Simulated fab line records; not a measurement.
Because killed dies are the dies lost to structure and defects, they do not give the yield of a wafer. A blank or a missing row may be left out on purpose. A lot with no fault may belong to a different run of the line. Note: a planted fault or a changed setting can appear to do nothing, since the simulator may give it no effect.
fab line records :: flow gf180mcu
record
  lots=14
  wafers=42
  last-day=34
route steps=602 shown PSD@255 SAB@272 SALICIDE@286
lots that met no fault: from a run of the same line without faults
start-h: start of the lot's first displayed wafer, in hours after the record's first day :: wait-h: hours from the lot's prior step to this one :: " unchanged from the row above :: L1.1+2: one row covering several wafers at once :: - no value, or no start given :: * or withheld: withheld :: < > ~ a bound
route shown NAME@n: names a module that has steps shown in the file, with the first one's number in the route :: usual: the fault-free wafers' mean and standard deviation :: same: alike in all rows :: chamber/n: place in a boat :: sites: readings site by site :: _std_site: standard deviation of those values :: _edge_site: outer sites' mean less inner sites' :: radius-mm: for every site, how far away it sits from the centre of the wafer :: mask NAME#n: copy n :: behind: the last tool/chamber to shape the wafer :: hold: cause of the lot's hold/its duration in hours/its outcome :: device: the transistor (n, p or np) that didn't switch :: end of line: tests of these same wafers at the route's end :: where a step has no rows: the recipe by itself :: killed: not the wafer's yield, but the dies lost to structure and defects at the first sort :: map: a wafer's dies, x killed, . not, _ none there
set.NAME: setting as actually run; set.NAME@STEP: the setting as run at that earlier step :: model.NAME: the simulator's own value behind a step, which no gauge read
steps of the route over a sample of lots; a table a step, a row a wafer
services: from which hour (start-h, from the record's first day; less than 0 if before it) a tool's chamber was out of use, for how many hours, and why
## steps
# step GF_PSD_CD_MEAS_07
# recipe
  target-cd-nm=400
# usual
  cd-nm=398.9/2.2
lot.wafer: L488.2
tool: cd-sem-01
chamber: -
start-h: 324.64
wait-h: 0.1
cd-nm: 402.3

lot.wafer: L488.4
tool: cd-sem-01
chamber: -
start-h: 324.64
wait-h: 0.1
cd-nm: 401.8

lot.wafer: L488.6
tool: cd-sem-01
chamber: -
start-h: 324.64
wait-h: 0.1
cd-nm: 403.3

lot.wafer: L490.2
tool: cd-sem-02
chamber: -
start-h: 340.41
wait-h: 0.1
cd-nm: 398.4

lot.wafer: L490.3
tool: cd-sem-02
chamber: -
start-h: 340.41
wait-h: 0.1
cd-nm: 399.6

lot.wafer: L490.6
tool: cd-sem-02
chamber: -
start-h: 340.41
wait-h: 0.1
cd-nm: 398.8

lot.wafer: L491.1
tool: cd-sem-02
chamber: -
start-h: 347.38
wait-h: 0.1
cd-nm: 399.5

lot.wafer: L491.2
tool: cd-sem-02
chamber: -
start-h: 347.38
wait-h: 0.1
cd-nm: 400.7

lot.wafer: L491.5
tool: cd-sem-02
chamber: -
start-h: 347.38
wait-h: 0.1
cd-nm: 400.0

lot.wafer: L492.1
tool: cd-sem-02
chamber: -
start-h: 357.29
wait-h: 0.1
cd-nm: 399.8

lot.wafer: L492.5
tool: cd-sem-02
chamber: -
start-h: 357.29
wait-h: 0.1
cd-nm: 400.7

lot.wafer: L492.6
tool: cd-sem-02
chamber: -
start-h: 357.29
wait-h: 0.1
cd-nm: 400.3

lot.wafer: L493.1
tool: cd-sem-02
chamber: -
start-h: 371.23
wait-h: 0.1
cd-nm: 396.6

lot.wafer: L493.2
tool: cd-sem-02
chamber: -
start-h: 371.23
wait-h: 0.1
cd-nm: 397.3

lot.wafer: L493.3
tool: cd-sem-02
chamber: -
start-h: 371.23
wait-h: 0.1
cd-nm: 396.8

lot.wafer: L494.1
tool: cd-sem-02
chamber: -
start-h: 378.58
wait-h: 0.1
cd-nm: 397.6

lot.wafer: L494.4
tool: cd-sem-02
chamber: -
start-h: 378.58
wait-h: 0.1
cd-nm: 397.7

lot.wafer: L494.5
tool: cd-sem-02
chamber: -
start-h: 378.58
wait-h: 0.1
cd-nm: 397.4

lot.wafer: L495.4
tool: cd-sem-02
chamber: -
start-h: 382.53
wait-h: 0.1
cd-nm: 398.7

lot.wafer: L495.5
tool: cd-sem-02
chamber: -
start-h: 382.53
wait-h: 0.1
cd-nm: 396.6

lot.wafer: L495.6
tool: cd-sem-02
chamber: -
start-h: 382.53
wait-h: 0.1
cd-nm: 399.7

lot.wafer: L497.2
tool: cd-sem-01
chamber: -
start-h: 400.21
wait-h: 0.1
cd-nm: 399.4

lot.wafer: L497.3
tool: cd-sem-01
chamber: -
start-h: 400.21
wait-h: 0.1
cd-nm: 394.9

lot.wafer: L497.6
tool: cd-sem-01
chamber: -
start-h: 400.21
wait-h: 0.1
cd-nm: 397.6

lot.wafer: L499.2
tool: cd-sem-02
chamber: -
start-h: 419.69
wait-h: 0.1
cd-nm: 400.8

lot.wafer: L499.4
tool: cd-sem-02
chamber: -
start-h: 419.69
wait-h: 0.1
cd-nm: 400.7

lot.wafer: L499.6
tool: cd-sem-02
chamber: -
start-h: 419.69
wait-h: 0.1
cd-nm: 399.3

lot.wafer: L500.1
tool: cd-sem-02
chamber: -
start-h: 423.99
wait-h: 0.1
cd-nm: 401.1

lot.wafer: L500.3
tool: cd-sem-02
chamber: -
start-h: 423.99
wait-h: 0.1
cd-nm: 401.5

lot.wafer: L500.5
tool: cd-sem-02
chamber: -
start-h: 423.99
wait-h: 0.1
cd-nm: 403.5

lot.wafer: L501.2
tool: cd-sem-01
chamber: -
start-h: 435.59
wait-h: 0.1
cd-nm: 398.7

lot.wafer: L501.4
tool: cd-sem-01
chamber: -
start-h: 435.59
wait-h: 0.1
cd-nm: 399.9

lot.wafer: L501.6
tool: cd-sem-01
chamber: -
start-h: 435.59
wait-h: 0.1
cd-nm: 397.4

lot.wafer: L508.2
tool: cd-sem-01
chamber: -
start-h: 485.43
wait-h: 0.1
cd-nm: 398.1

lot.wafer: L508.5
tool: cd-sem-01
chamber: -
start-h: 485.43
wait-h: 0.1
cd-nm: 397.5

lot.wafer: L508.6
tool: cd-sem-01
chamber: -
start-h: 485.43
wait-h: 0.1
cd-nm: 397.6

lot.wafer: L509.1
tool: cd-sem-02
chamber: -
start-h: 495.03
wait-h: 0.1
cd-nm: 400.4

lot.wafer: L509.3
tool: cd-sem-02
chamber: -
start-h: 495.03
wait-h: 0.1
cd-nm: 399.7

lot.wafer: L509.4
tool: cd-sem-02
chamber: -
start-h: 495.03
wait-h: 0.1
cd-nm: 399.9

lot.wafer: L510.4
tool: cd-sem-02
chamber: -
start-h: 499.75
wait-h: 0.1
cd-nm: 397.4

lot.wafer: L510.5
tool: cd-sem-02
chamber: -
start-h: 499.75
wait-h: 0.1
cd-nm: 396.8

lot.wafer: L510.6
tool: cd-sem-02
chamber: -
start-h: 499.75
wait-h: 0.1
cd-nm: 399.7
# step GF_PSD_TW_MEAS_11
# usual
  PSD_TW=3183/25
lot.wafer: L488.2
tool: film-metro-04
chamber: -
start-h: 325.03
wait-h: 0.1
PSD_TW: 3121

lot.wafer: L488.4
tool: film-metro-04
chamber: -
start-h: 325.03
wait-h: 0.1
PSD_TW: 3121

lot.wafer: L488.6
tool: film-metro-04
chamber: -
start-h: 325.03
wait-h: 0.1
PSD_TW: 3123

lot.wafer: L490.2
tool: film-metro-03
chamber: -
start-h: 340.80
wait-h: 0.1
PSD_TW: 3185

lot.wafer: L490.3
tool: film-metro-03
chamber: -
start-h: 340.80
wait-h: 0.1
PSD_TW: 3182

lot.wafer: L490.6
tool: film-metro-03
chamber: -
start-h: 340.80
wait-h: 0.1
PSD_TW: 3179

lot.wafer: L491.1
tool: film-metro-03
chamber: -
start-h: 347.78
wait-h: 0.1
PSD_TW: 3173

lot.wafer: L491.2
tool: film-metro-03
chamber: -
start-h: 347.78
wait-h: 0.1
PSD_TW: 3221

lot.wafer: L491.5
tool: film-metro-03
chamber: -
start-h: 347.78
wait-h: 0.1
PSD_TW: 3183

lot.wafer: L492.1
tool: film-metro-03
chamber: -
start-h: 357.69
wait-h: 0.1
PSD_TW: 3177

lot.wafer: L492.5
tool: film-metro-03
chamber: -
start-h: 357.69
wait-h: 0.1
PSD_TW: 3190

lot.wafer: L492.6
tool: film-metro-03
chamber: -
start-h: 357.69
wait-h: 0.1
PSD_TW: 3165

lot.wafer: L493.1
tool: film-metro-03
chamber: -
start-h: 371.63
wait-h: 0.1
PSD_TW: 3160

lot.wafer: L493.2
tool: film-metro-03
chamber: -
start-h: 371.63
wait-h: 0.1
PSD_TW: 3154

lot.wafer: L493.3
tool: film-metro-03
chamber: -
start-h: 371.63
wait-h: 0.1
PSD_TW: 3162

lot.wafer: L494.1
tool: film-metro-02
chamber: -
start-h: 378.98
wait-h: 0.1
PSD_TW: 3187

lot.wafer: L494.4
tool: film-metro-02
chamber: -
start-h: 378.98
wait-h: 0.1
PSD_TW: 3196

lot.wafer: L494.5
tool: film-metro-02
chamber: -
start-h: 378.98
wait-h: 0.1
PSD_TW: 3197

lot.wafer: L495.4
tool: film-metro-02
chamber: -
start-h: 382.90
wait-h: 0.1
PSD_TW: 3195

lot.wafer: L495.5
tool: film-metro-02
chamber: -
start-h: 382.90
wait-h: 0.1
PSD_TW: 3189

lot.wafer: L495.6
tool: film-metro-02
chamber: -
start-h: 382.90
wait-h: 0.1
PSD_TW: 3185

lot.wafer: L497.2
tool: film-metro-03
chamber: -
start-h: 400.60
wait-h: 0.1
PSD_TW: 3186

lot.wafer: L497.3
tool: film-metro-03
chamber: -
start-h: 400.60
wait-h: 0.1
PSD_TW: 3186

lot.wafer: L497.6
tool: film-metro-03
chamber: -
start-h: 400.60
wait-h: 0.1
PSD_TW: 3189

lot.wafer: L499.2
tool: film-metro-04
chamber: -
start-h: 420.08
wait-h: 0.1
PSD_TW: 3185

lot.wafer: L499.4
tool: film-metro-04
chamber: -
start-h: 420.08
wait-h: 0.1
PSD_TW: 3174

lot.wafer: L499.6
tool: film-metro-04
chamber: -
start-h: 420.08
wait-h: 0.1
PSD_TW: 3182

lot.wafer: L500.1
tool: film-metro-02
chamber: -
start-h: 424.39
wait-h: 0.1
PSD_TW: 3203

lot.wafer: L500.3
tool: film-metro-02
chamber: -
start-h: 424.39
wait-h: 0.1
PSD_TW: 3203

lot.wafer: L500.5
tool: film-metro-02
chamber: -
start-h: 424.39
wait-h: 0.1
PSD_TW: 3216

lot.wafer: L501.2
tool: film-metro-03
chamber: -
start-h: 435.98
wait-h: 0.1
PSD_TW: 3205

lot.wafer: L501.4
tool: film-metro-03
chamber: -
start-h: 435.98
wait-h: 0.1
PSD_TW: 3215

lot.wafer: L501.6
tool: film-metro-03
chamber: -
start-h: 435.98
wait-h: 0.1
PSD_TW: 3209

lot.wafer: L508.2
tool: film-metro-02
chamber: -
start-h: 485.83
wait-h: 0.1
PSD_TW: 3173

lot.wafer: L508.5
tool: film-metro-02
chamber: -
start-h: 485.83
wait-h: 0.1
PSD_TW: 3174

lot.wafer: L508.6
tool: film-metro-02
chamber: -
start-h: 485.83
wait-h: 0.1
PSD_TW: 3189

lot.wafer: L509.1
tool: film-metro-02
chamber: -
start-h: 495.43
wait-h: 0.1
PSD_TW: 3182

lot.wafer: L509.3
tool: film-metro-02
chamber: -
start-h: 495.43
wait-h: 0.1
PSD_TW: 3181

lot.wafer: L509.4
tool: film-metro-02
chamber: -
start-h: 495.43
wait-h: 0.1
PSD_TW: 3171

lot.wafer: L510.4
tool: film-metro-02
chamber: -
start-h: 500.12
wait-h: 0.1
PSD_TW: 3191

lot.wafer: L510.5
tool: film-metro-02
chamber: -
start-h: 500.12
wait-h: 0.1
PSD_TW: 3189

lot.wafer: L510.6
tool: film-metro-02
chamber: -
start-h: 500.12
wait-h: 0.1
PSD_TW: 3198
# step GF_SAB_DEVELOP_08
# recipe
  develop-time-s=60
  dev-temp-c=23
# usual
  chill-plate-temp-C=23.02/0.092
  develop-time-s=60/0
  exhaust-pa=45.0/0.83
  resist-line-temp-C=22.99/0.099
lot.wafer: L488.2
tool: litho-track-01
chamber: 0
start-h: 346.31
wait-h: 0.1
chill-plate-temp-C: 22.86
develop-time-s: 60
exhaust-pa: 45.8
resist-line-temp-C: 22.89

lot.wafer: L488.4
tool: litho-track-01
chamber: 0
start-h: 346.31
wait-h: 0.1
chill-plate-temp-C: 22.81
develop-time-s: 60
exhaust-pa: 44.4
resist-line-temp-C: 22.88

lot.wafer: L488.6
tool: litho-track-01
chamber: 0
start-h: 346.31
wait-h: 0.1
chill-plate-temp-C: 22.87
develop-time-s: 60
exhaust-pa: 45.2
resist-line-temp-C: 22.94

lot.wafer: L490.2
tool: litho-track-01
chamber: 0
start-h: 361.96
wait-h: 0.1
chill-plate-temp-C: 23.00
develop-time-s: 60
exhaust-pa: 46.6
resist-line-temp-C: 23.09

lot.wafer: L490.3
tool: litho-track-01
chamber: 0
start-h: 361.96
wait-h: 0.1
chill-plate-temp-C: 23.11
develop-time-s: 60
exhaust-pa: 44.6
resist-line-temp-C: 23.18

lot.wafer: L490.6
tool: litho-track-01
chamber: 0
start-h: 361.96
wait-h: 0.1
chill-plate-temp-C: 23.10
develop-time-s: 60
exhaust-pa: 44.1
resist-line-temp-C: 23.13

lot.wafer: L491.1
tool: litho-track-01
chamber: 0
start-h: 369.88
wait-h: 0.1
chill-plate-temp-C: 23.13
develop-time-s: 60
exhaust-pa: 45.4
resist-line-temp-C: 23.04

lot.wafer: L491.2
tool: litho-track-01
chamber: 0
start-h: 369.88
wait-h: 0.1
chill-plate-temp-C: 23.04
develop-time-s: 60
exhaust-pa: 44.5
resist-line-temp-C: 23.13

lot.wafer: L491.5
tool: litho-track-01
chamber: 0
start-h: 369.88
wait-h: 0.1
chill-plate-temp-C: 23.16
develop-time-s: 60
exhaust-pa: 44.9
resist-line-temp-C: 23.11

lot.wafer: L492.1
tool: litho-track-03
chamber: 0
start-h: 378.94
wait-h: 0.1
chill-plate-temp-C: 22.96
develop-time-s: 60
exhaust-pa: 44.9
resist-line-temp-C: 23.05

lot.wafer: L492.5
tool: litho-track-03
chamber: 0
start-h: 378.94
wait-h: 0.1
chill-plate-temp-C: 23.15
develop-time-s: 60
exhaust-pa: 45.7
resist-line-temp-C: 22.96

lot.wafer: L492.6
tool: litho-track-03
chamber: 0
start-h: 378.94
wait-h: 0.1
chill-plate-temp-C: 22.91
develop-time-s: 60
exhaust-pa: 45.0
resist-line-temp-C: 22.90

lot.wafer: L493.1
tool: litho-track-04
chamber: 0
start-h: 393.32
wait-h: 0.1
chill-plate-temp-C: 22.88
develop-time-s: 60
exhaust-pa: 44.9
resist-line-temp-C: 23.15

lot.wafer: L493.2
tool: litho-track-04
chamber: 0
start-h: 393.32
wait-h: 0.1
chill-plate-temp-C: 22.95
develop-time-s: 60
exhaust-pa: 45.7
resist-line-temp-C: 22.95

lot.wafer: L493.3
tool: litho-track-04
chamber: 0
start-h: 393.32
wait-h: 0.1
chill-plate-temp-C: 23.04
develop-time-s: 60
exhaust-pa: 46.0
resist-line-temp-C: 23.05

lot.wafer: L494.1
tool: litho-track-03
chamber: 0
start-h: 400.99
wait-h: 0.1
chill-plate-temp-C: 22.94
develop-time-s: 60
exhaust-pa: 45.4
resist-line-temp-C: 22.84

lot.wafer: L494.4
tool: litho-track-03
chamber: 0
start-h: 400.99
wait-h: 0.1
chill-plate-temp-C: 22.98
develop-time-s: 60
exhaust-pa: 44.5
resist-line-temp-C: 22.84

lot.wafer: L494.5
tool: litho-track-03
chamber: 0
start-h: 400.99
wait-h: 0.1
chill-plate-temp-C: 22.93
develop-time-s: 60
exhaust-pa: 43.7
resist-line-temp-C: 23.00

lot.wafer: L495.4
tool: litho-track-03
chamber: 0
start-h: 405.66
wait-h: 0.1
chill-plate-temp-C: 22.94
develop-time-s: 60
exhaust-pa: 45.4
resist-line-temp-C: 22.91

lot.wafer: L495.5
tool: litho-track-03
chamber: 0
start-h: 405.66
wait-h: 0.1
chill-plate-temp-C: 23.01
develop-time-s: 60
exhaust-pa: 45.1
resist-line-temp-C: 23.13

lot.wafer: L495.6
tool: litho-track-03
chamber: 0
start-h: 405.66
wait-h: 0.1
chill-plate-temp-C: 22.99
develop-time-s: 60
exhaust-pa: 45.2
resist-line-temp-C: 22.93

lot.wafer: L497.2
tool: litho-track-01
chamber: 0
start-h: 425.06
wait-h: 0.1
chill-plate-temp-C: 23.05
develop-time-s: 60
exhaust-pa: 45.2
resist-line-temp-C: 23.05

lot.wafer: L497.3
tool: litho-track-01
chamber: 0
start-h: 425.06
wait-h: 0.1
chill-plate-temp-C: 22.85
develop-time-s: 60
exhaust-pa: 45.2
resist-line-temp-C: 23.02

lot.wafer: L497.6
tool: litho-track-01
chamber: 0
start-h: 425.06
wait-h: 0.1
chill-plate-temp-C: 22.96
develop-time-s: 60
exhaust-pa: 45.4
resist-line-temp-C: 22.94

lot.wafer: L499.2
tool: litho-track-03
chamber: -
start-h: 444.91
wait-h: 0.1
chill-plate-temp-C: -
develop-time-s: -
exhaust-pa: -
resist-line-temp-C: -

lot.wafer: L499.4
tool: litho-track-03
chamber: -
start-h: 444.91
wait-h: 0.1
chill-plate-temp-C: -
develop-time-s: -
exhaust-pa: -
resist-line-temp-C: -

lot.wafer: L499.6
tool: litho-track-03
chamber: -
start-h: 444.91
wait-h: 0.1
chill-plate-temp-C: -
develop-time-s: -
exhaust-pa: -
resist-line-temp-C: -

lot.wafer: L500.1
tool: litho-track-03
chamber: -
start-h: 449.14
wait-h: 0.1
chill-plate-temp-C: -
develop-time-s: -
exhaust-pa: -
resist-line-temp-C: -

lot.wafer: L500.3
tool: litho-track-03
chamber: -
start-h: 449.14
wait-h: 0.1
chill-plate-temp-C: -
develop-time-s: -
exhaust-pa: -
resist-line-temp-C: -

lot.wafer: L500.5
tool: litho-track-03
chamber: -
start-h: 449.14
wait-h: 0.1
chill-plate-temp-C: -
develop-time-s: -
exhaust-pa: -
resist-line-temp-C: -

lot.wafer: L501.2
tool: litho-track-03
chamber: 0
start-h: 461.41
wait-h: 0.1
chill-plate-temp-C: 23.05
develop-time-s: 60
exhaust-pa: 44.4
resist-line-temp-C: 22.93

lot.wafer: L501.4
tool: litho-track-03
chamber: 0
start-h: 461.41
wait-h: 0.1
chill-plate-temp-C: 23.00
develop-time-s: 60
exhaust-pa: 43.8
resist-line-temp-C: 22.92

lot.wafer: L501.6
tool: litho-track-03
chamber: 0
start-h: 461.41
wait-h: 0.1
chill-plate-temp-C: 22.93
develop-time-s: 60
exhaust-pa: 44.0
resist-line-temp-C: 23.01

lot.wafer: L508.2
tool: litho-track-04
chamber: 0
start-h: 509.64
wait-h: 0.1
chill-plate-temp-C: 22.89
develop-time-s: 60
exhaust-pa: 45.3
resist-line-temp-C: 22.97

lot.wafer: L508.5
tool: litho-track-04
chamber: 0
start-h: 509.64
wait-h: 0.1
chill-plate-temp-C: 22.90
develop-time-s: 60
exhaust-pa: 46.1
resist-line-temp-C: 23.03

lot.wafer: L508.6
tool: litho-track-04
chamber: 0
start-h: 509.64
wait-h: 0.1
chill-plate-temp-C: 23.06
develop-time-s: 60
exhaust-pa: 44.7
resist-line-temp-C: 23.13

lot.wafer: L509.1
tool: litho-track-03
chamber: 0
start-h: 519.04
wait-h: 0.1
chill-plate-temp-C: 23.00
develop-time-s: 60
exhaust-pa: 46.4
resist-line-temp-C: 23.20

lot.wafer: L509.3
tool: litho-track-03
chamber: 0
start-h: 519.04
wait-h: 0.1
chill-plate-temp-C: 23.03
develop-time-s: 60
exhaust-pa: 46.8
resist-line-temp-C: 22.99

lot.wafer: L509.4
tool: litho-track-03
chamber: 0
start-h: 519.04
wait-h: 0.1
chill-plate-temp-C: 23.07
develop-time-s: 60
exhaust-pa: 46.4
resist-line-temp-C: 22.93

lot.wafer: L510.4
tool: litho-track-03
chamber: 0
start-h: 523.86
wait-h: 0.1
chill-plate-temp-C: 23.00
develop-time-s: 60
exhaust-pa: 43.6
resist-line-temp-C: 22.94

lot.wafer: L510.5
tool: litho-track-03
chamber: 0
start-h: 523.86
wait-h: 0.1
chill-plate-temp-C: 23.06
develop-time-s: 60
exhaust-pa: 45.0
resist-line-temp-C: 22.95

lot.wafer: L510.6
tool: litho-track-03
chamber: 0
start-h: 523.86
wait-h: 0.1
chill-plate-temp-C: 23.03
develop-time-s: 60
exhaust-pa: 43.5
resist-line-temp-C: 22.78
# step GF_SALICIDE_RTA_08
# recipe
  temp-c=800
  time-s=30
  ambient=N2
# usual
  lamp-power-pct=18.8/0.57
  wafer_temp_C_max=803.9/1.1
lot.wafer: L488.2
tool: rtp-anneal-01
chamber: 0
start-h: 347.41
wait-h: 0.0
lamp-power-pct: 18.3
wafer_temp_C_max: 801.9

lot.wafer: L488.4
tool: rtp-anneal-01
chamber: 0
start-h: 347.41
wait-h: 0.0
lamp-power-pct: 18.3
wafer_temp_C_max: 803.1

lot.wafer: L488.6
tool: rtp-anneal-01
chamber: 0
start-h: 347.41
wait-h: 0.0
lamp-power-pct: 18.3
wafer_temp_C_max: 802.1

lot.wafer: L490.2
tool: rtp-anneal-02
chamber: 0
start-h: 363.02
wait-h: 0.0
lamp-power-pct: 19.4
wafer_temp_C_max: 806.0

lot.wafer: L490.3
tool: rtp-anneal-02
chamber: 0
start-h: 363.02
wait-h: 0.0
lamp-power-pct: 19.4
wafer_temp_C_max: 804.2

lot.wafer: L490.6
tool: rtp-anneal-02
chamber: 0
start-h: 363.02
wait-h: 0.0
lamp-power-pct: 19.4
wafer_temp_C_max: 804.0

lot.wafer: L491.1
tool: rtp-anneal-01
chamber: 0
start-h: 371.00
wait-h: 0.0
lamp-power-pct: 18.3
wafer_temp_C_max: 803.8

lot.wafer: L491.2
tool: rtp-anneal-01
chamber: 0
start-h: 371.00
wait-h: 0.0
lamp-power-pct: 18.3
wafer_temp_C_max: 803.9

lot.wafer: L491.5
tool: rtp-anneal-01
chamber: 0
start-h: 371.00
wait-h: 0.0
lamp-power-pct: 18.3
wafer_temp_C_max: 803.3

lot.wafer: L492.1
tool: rtp-anneal-02
chamber: 0
start-h: 380.01
wait-h: 0.0
lamp-power-pct: 19.4
wafer_temp_C_max: 804.6

lot.wafer: L492.5
tool: rtp-anneal-02
chamber: 0
start-h: 380.01
wait-h: 0.0
lamp-power-pct: 19.4
wafer_temp_C_max: 804.6

lot.wafer: L492.6
tool: rtp-anneal-02
chamber: 0
start-h: 380.01
wait-h: 0.0
lamp-power-pct: 19.4
wafer_temp_C_max: 805.5

lot.wafer: L493.1
tool: rtp-anneal-01
chamber: 0
start-h: 394.39
wait-h: 0.0
lamp-power-pct: 18.3
wafer_temp_C_max: 803.2

lot.wafer: L493.2
tool: rtp-anneal-01
chamber: 0
start-h: 394.39
wait-h: 0.0
lamp-power-pct: 18.3
wafer_temp_C_max: 803.1

lot.wafer: L493.3
tool: rtp-anneal-01
chamber: 0
start-h: 394.39
wait-h: 0.0
lamp-power-pct: 18.3
wafer_temp_C_max: 802.5

lot.wafer: L494.1
tool: rtp-anneal-02
chamber: 0
start-h: 402.06
wait-h: 0.0
lamp-power-pct: 19.4
wafer_temp_C_max: 804.1

lot.wafer: L494.4
tool: rtp-anneal-02
chamber: 0
start-h: 402.06
wait-h: 0.0
lamp-power-pct: 19.4
wafer_temp_C_max: 805.8

lot.wafer: L494.5
tool: rtp-anneal-02
chamber: 0
start-h: 402.06
wait-h: 0.0
lamp-power-pct: 19.4
wafer_temp_C_max: 805.2

lot.wafer: L495.4
tool: rtp-anneal-01
chamber: 0
start-h: 406.81
wait-h: 0.1
lamp-power-pct: 18.3
wafer_temp_C_max: 803.6

lot.wafer: L495.5
tool: rtp-anneal-01
chamber: 0
start-h: 406.81
wait-h: 0.1
lamp-power-pct: 18.3
wafer_temp_C_max: 803.2

lot.wafer: L495.6
tool: rtp-anneal-01
chamber: 0
start-h: 406.81
wait-h: 0.1
lamp-power-pct: 18.3
wafer_temp_C_max: 803.1

lot.wafer: L497.2
tool: rtp-anneal-01
chamber: 0
start-h: 426.25
wait-h: 0.0
lamp-power-pct: 18.3
wafer_temp_C_max: 803.2

lot.wafer: L497.3
tool: rtp-anneal-01
chamber: 0
start-h: 426.25
wait-h: 0.0
lamp-power-pct: 18.3
wafer_temp_C_max: 802.2

lot.wafer: L497.6
tool: rtp-anneal-01
chamber: 0
start-h: 426.25
wait-h: 0.0
lamp-power-pct: 18.3
wafer_temp_C_max: 802.3

lot.wafer: L501.2
tool: rtp-anneal-01
chamber: 0
start-h: 462.49
wait-h: 0.0
lamp-power-pct: 18.3
wafer_temp_C_max: 802.2

lot.wafer: L501.4
tool: rtp-anneal-01
chamber: 0
start-h: 462.49
wait-h: 0.0
lamp-power-pct: 18.3
wafer_temp_C_max: 802.7

lot.wafer: L501.6
tool: rtp-anneal-01
chamber: 0
start-h: 462.49
wait-h: 0.0
lamp-power-pct: 18.3
wafer_temp_C_max: 802.4

lot.wafer: L508.2
tool: rtp-anneal-01
chamber: 0
start-h: 510.73
wait-h: 0.0
lamp-power-pct: 18.3
wafer_temp_C_max: 803.9

lot.wafer: L508.5
tool: rtp-anneal-01
chamber: 0
start-h: 510.73
wait-h: 0.0
lamp-power-pct: 18.3
wafer_temp_C_max: 802.7

lot.wafer: L508.6
tool: rtp-anneal-01
chamber: 0
start-h: 510.73
wait-h: 0.0
lamp-power-pct: 18.3
wafer_temp_C_max: 803.0

lot.wafer: L509.1
tool: rtp-anneal-02
chamber: 0
start-h: 520.11
wait-h: 0.0
lamp-power-pct: 19.5
wafer_temp_C_max: 805.5

lot.wafer: L509.3
tool: rtp-anneal-02
chamber: 0
start-h: 520.11
wait-h: 0.0
lamp-power-pct: 19.4
wafer_temp_C_max: 805.3

lot.wafer: L509.4
tool: rtp-anneal-02
chamber: 0
start-h: 520.11
wait-h: 0.0
lamp-power-pct: 19.4
wafer_temp_C_max: 806.5

lot.wafer: L510.4
tool: rtp-anneal-02
chamber: 0
start-h: 524.92
wait-h: 0.1
lamp-power-pct: 19.4
wafer_temp_C_max: 804.0

lot.wafer: L510.5
tool: rtp-anneal-02
chamber: 0
start-h: 524.92
wait-h: 0.1
lamp-power-pct: 19.4
wafer_temp_C_max: 804.3

lot.wafer: L510.6
tool: rtp-anneal-02
chamber: 0
start-h: 524.92
wait-h: 0.1
lamp-power-pct: 19.4
wafer_temp_C_max: 804.9
## services
tool: rtp-anneal-02
chamber: -
start-h: 345.37
hours: 3.6
kind: repair

tool: litho-track-01
chamber: -
start-h: 513.60
hours: -
kind: consumable-replace:filter
## key
first-sign
  step=GF_SAB_DEVELOP_08
  reading=tool-record
  direction=missing
effect none on later readings
met-at GF_SAB_DEVELOP_08
struck-lots L499,L500
later-rows-left-out L499.2,L499.4,L499.6,L500.1,L500.3,L500.5
sort-left-out L499.2,L499.4,L499.6,L500.1,L500.3,L500.5
tester-left-out L499,L500
not-acting-at GF_PSD_CD_MEAS_07,GF_PSD_TW_MEAS_11,GF_SALICIDE_RTA_08
onset-between 405.66 444.91
fault
  kind=skipped-step-whole
  tool=litho-track-03
  chamber=-
  onset-h=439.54
  steps=GF_SAB_DEVELOP_08
  scope=struck-lots-only
# tester-left-out: of these lots the tester's yield and bins aren't shown, on N5 and GAA mostly nor the transistor test; their killed dies are dies lost to structure and defects alone, not to doping, threshold or leakage, so they don't give the yield
# sort-left-out: the simulated sort isn't trusted on such a fault, so these wafers' sort isn't shown, and their yield isn't known
# later-rows-left-out: the simulator's readings of these wafers behind a module that went badly wrong aren't trusted and aren't shown, but for the sort
